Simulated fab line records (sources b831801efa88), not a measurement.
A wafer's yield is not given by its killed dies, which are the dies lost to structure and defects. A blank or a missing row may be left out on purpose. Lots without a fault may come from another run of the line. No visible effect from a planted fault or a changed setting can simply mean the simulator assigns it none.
What tool caused it? ; flow gf180mcu ; Sampling: 13 lots, 39 wafers, 2 of 602 route steps

## WHAT EACH GAUGE READ, for each wafer
GF_M1_RS_MEAS_05: measurement is done with a four-point probe. Usual: M1_ALCU_RS gives 0.0693 ohm/sq (standard deviation 0.00064).
lot;measured;on;M1_ALCU_RS (ohm/sq);flag
L205;day 16 02:44;film_metro-02;0.0689 0.0684 0.0691;
L207;day 16 20:53;film_metro-02;0.0691 0.0697 0.0693;
L208;day 17 07:22;film_metro-02;0.0698 0.0699 0.0699;
L209;day 17 15:23;film_metro-01;0.0695 0.0689 0.0694;
L210;day 18 03:01;film_metro-04;0.0692 0.0698 0.0699;
L212;day 18 23:44;film_metro-04;0.0706 0.0702 0.0703;
L213;day 19 06:51;film_metro-01;0.0694 0.0692 0.0692;
L214;day 19 15:13;film_metro-02;0.0695 0.0693 0.0692;
L215;day 20 01:50;film_metro-02;0.0697 0.0702 0.0695;
L216;day 20 05:37;film_metro-04;0.0687 0.0684 0.0684;
L217;day 21 00:29;film_metro-02;0.0703 0.0695 0.0700;
L222;day 22 09:38;film_metro-02;0.0700 0.0690;
L223;day 22 17:47;film_metro-01;0.0697 0.0703;

## TOOL THAT RAN EACH LOT (tool first, then ch and the chambers of the sampled wafers, then the start)
lot;GF_CONTACT_CMP_27
L205;cmp-02 ch 0,1,2, day 16 02:13
L207;cmp-02 ch 0,2, day 16 20:21
L208;cmp-01 ch 0,1,3, day 17 06:54
L209;cmp-01 ch 0,1,2, day 17 14:58
L210;cmp-01 ch 1,2, day 18 02:29
L212;cmp-02 ch 1,2,3, day 18 23:20
L213;cmp-01 ch 1,3, day 19 06:23
L214;cmp-02 ch 0,1,2, day 19 14:41
L215;cmp-01 ch 0,2,3, day 20 01:19
L216;cmp-01 ch 1,2,3, day 20 05:06
L217;cmp-01 ch 0,1, day 20 23:58
L222;cmp-01 ch 0,3, day 22 09:07
L223;cmp-01 ch 0,3, day 22 17:19
- GF_CONTACT_CMP_27: polishes, stops on SiO2, t overpolish 15 s, target thk 0 nm.

## AS READ BY THE TOOLS THEMSELVES (means over the sampled wafers that have a number; for cases with no such wafer, the mark the record gives instead)
GF_CONTACT_CMP_27. Usual: motor_current_A 10.7 A, standard deviation 1.1; overpolish_run_s 15.000 s, standard deviation 0.01; retaining_ring_pressure_frac 1.000, standard deviation 0.005; time_to_endpoint_s 71.2 s, standard deviation 2.6.
lot;tool;motor_current_A (A);overpolish_run_s (s);retaining_ring_pressure_frac;time_to_endpoint_s (s);flag
L205;cmp-02;10.5;15.013;1.001;71.3;
L207;cmp-02;11.9;14.997;1.005;66.6;
L208;cmp-01;10.4;15.005;0.997;73.4;
L209;cmp-01;11.0;15.004;0.999;68.8;
L210;cmp-01;10.5;15.002;0.997;70.7;
L212;cmp-02;10.8;14.991;0.995;73.3;
L213;cmp-01;9.9;14.998;1.007;74.3;
L214;cmp-02;11.0;15.003;1.005;71.3;
L215;cmp-01;10.0;14.993;1.004;67.6;
L216;cmp-01;10.9;15.003;1.001;69.6;
L217;cmp-01;11.4;15.002;0.999;66.9;
L222;cmp-01;10.4;10.010;1.004;86.6;OFF
L223;cmp-01;10.5;10.017;0.997;86.4;OFF

## THE ANSWER, worked out from the rows above alone
Rule: take the mean of a lot's wafers that have a number; if it is more than 3 standard deviations from the usual mean, the lot is off. A lot without any number at a reading at which 4 lots or more have one is off too. The other lots that the step has rows for count as sound. Order of review: gauges by route order, followed by the tools' own readings, for which a lot's mean as printed above is used. At the first step where some lot is off, the reading lying furthest off is the one used; lots without a number count as furthest.
Off: L222, L223 (GF_CONTACT_CMP_27, overpolish_run_s).
If a tool, at that step or one of the process steps before it, ran each lot that is off and ran no sound lot following the first of them, it fits. One fits: GF_CONTACT_CMP_27 on cmp-01. Its last sound lot is L217 (day 20 23:58), its first lot that is off L222 (day 22 09:07): a fault that began between those two fits.
The tool's own readings at GF_CONTACT_CMP_27 bear it out: on the lots that are off they differ by more than 5 times the standard deviation of the sound lots' means. overpolish_run_s reads 10.014 s there against 15.001 s on the sound lots; time_to_endpoint_s reads 86.5 s there against 70.3 s on the sound lots.

## WHAT HAD BEEN PUT IN BY THE SIMULATOR
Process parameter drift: cmp-01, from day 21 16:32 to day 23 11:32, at GF_CONTACT_CMP_27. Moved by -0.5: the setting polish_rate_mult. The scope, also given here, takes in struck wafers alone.
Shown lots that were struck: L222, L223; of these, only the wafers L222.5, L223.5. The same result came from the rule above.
